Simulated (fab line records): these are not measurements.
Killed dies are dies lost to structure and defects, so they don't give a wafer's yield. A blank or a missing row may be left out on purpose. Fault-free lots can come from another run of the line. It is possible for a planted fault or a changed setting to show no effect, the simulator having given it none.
Struck lot and sound lot, side by side	flow sky130	14 steps out of a route of 708
Sound: these wafers, L192.2, L192.4, L192.5. Wafers struck: L201.1, L201.5, L201.6. The cause is named last.
Order at every step that has rows: each side's tool, ch and its chambers, its first start. Under that, the readings that differ: sound wafers	struck wafers	difference of the means	sigmas: that difference in standard deviations of wafers without a fault.
alike: words and numbers the same on both sides, and readings whose means are apart by under 2 such deviations; not compared: readings that were withheld, readings missing a value for some wafer, numbers with overlapping values and no deviation given by the record, and bounds like >300 which may hide the same value.
Wherever a step has rows on one side only, a row that says differs or no value, or a row with sigmas, the two part there. When numbers do not overlap yet have no deviation, they are printed without sigmas and do not part them. Lack of a reading on every wafer of one side parts them only where that side has two or more wafers.

first, 2 steps without rows for these wafers: SKY_LDD_HVP_PEB_05; SKY_LDD_HVP_DEVELOP_06 (develop time 60 s).
SKY_LDD_HVP_OVL_MEAS_07:
  struck on overlay-01, day 28 21:49; sound on overlay-02, day 26 00:53
  alike: LDD_HVP_OVL
next, for these wafers, 1 step has no rows: SKY_LDD_HVP_IMPLANT_08.
SKY_LDD_HVP_STRIP_09: strips in O2/N2.
  sound on plasma-asher-02 ch 0,1, day 26 01:04; struck on plasma-asher-02 ch 0,1, day 28 22:00
  alike: drypump-motor-current-A, oes-product-au, strip-time-to-endpoint-s
  not compared: rf-hours-counter-h
SKY_LDD_HVP_TW_MEAS_10:
  struck on film-metro-01, day 28 22:06; sound on film-metro-03, day 26 01:11
reading	sound	struck	difference	sigmas
LDD_HVP_TW	455 459 460	447 448 447	-11	-3
then, 6 steps without rows for these wafers: SKY_LDD_LDN_DEHYDRATE_00 (time 60 s); SKY_LDD_LDN_HMDS_01 (prime time 60 s); SKY_LDD_LDN_COAT_02 (resist thk 1140 nm); SKY_LDD_LDN_SOFTBAKE_03 (time 60 s); SKY_LDD_LDN_EXPOSE_04 (exposes mask LDNTM, target cd 700 nm); SKY_LDD_LDN_PEB_05.
SKY_LDD_LDN_DEVELOP_06: develop time 60 s.
  struck on litho-track-01, day 30 02:08; sound on litho-track-01 ch 0, day 27 05:49
  no value came back on the struck wafers for chill-plate-temp-C (C), develop-time-s (s); on the sound wafers chill-plate-temp-C (C) reads 22.93 22.99 22.93
SKY_LDD_LDN_OVL_MEAS_07:
  struck on overlay-01, day 30 02:17; sound on overlay-01, day 27 05:56
reading	sound	struck	difference	sigmas
LDD_LDN_OVL (nm)	-0.6 1.3 0.1	- - -	no value on the struck wafers	

## WHERE THEY PART
At SKY_LDD_HVP_TW_MEAS_10 first; at SKY_LDD_LDN_OVL_MEAS_07 last (within this record only).

WHY: what had been put in by the simulator
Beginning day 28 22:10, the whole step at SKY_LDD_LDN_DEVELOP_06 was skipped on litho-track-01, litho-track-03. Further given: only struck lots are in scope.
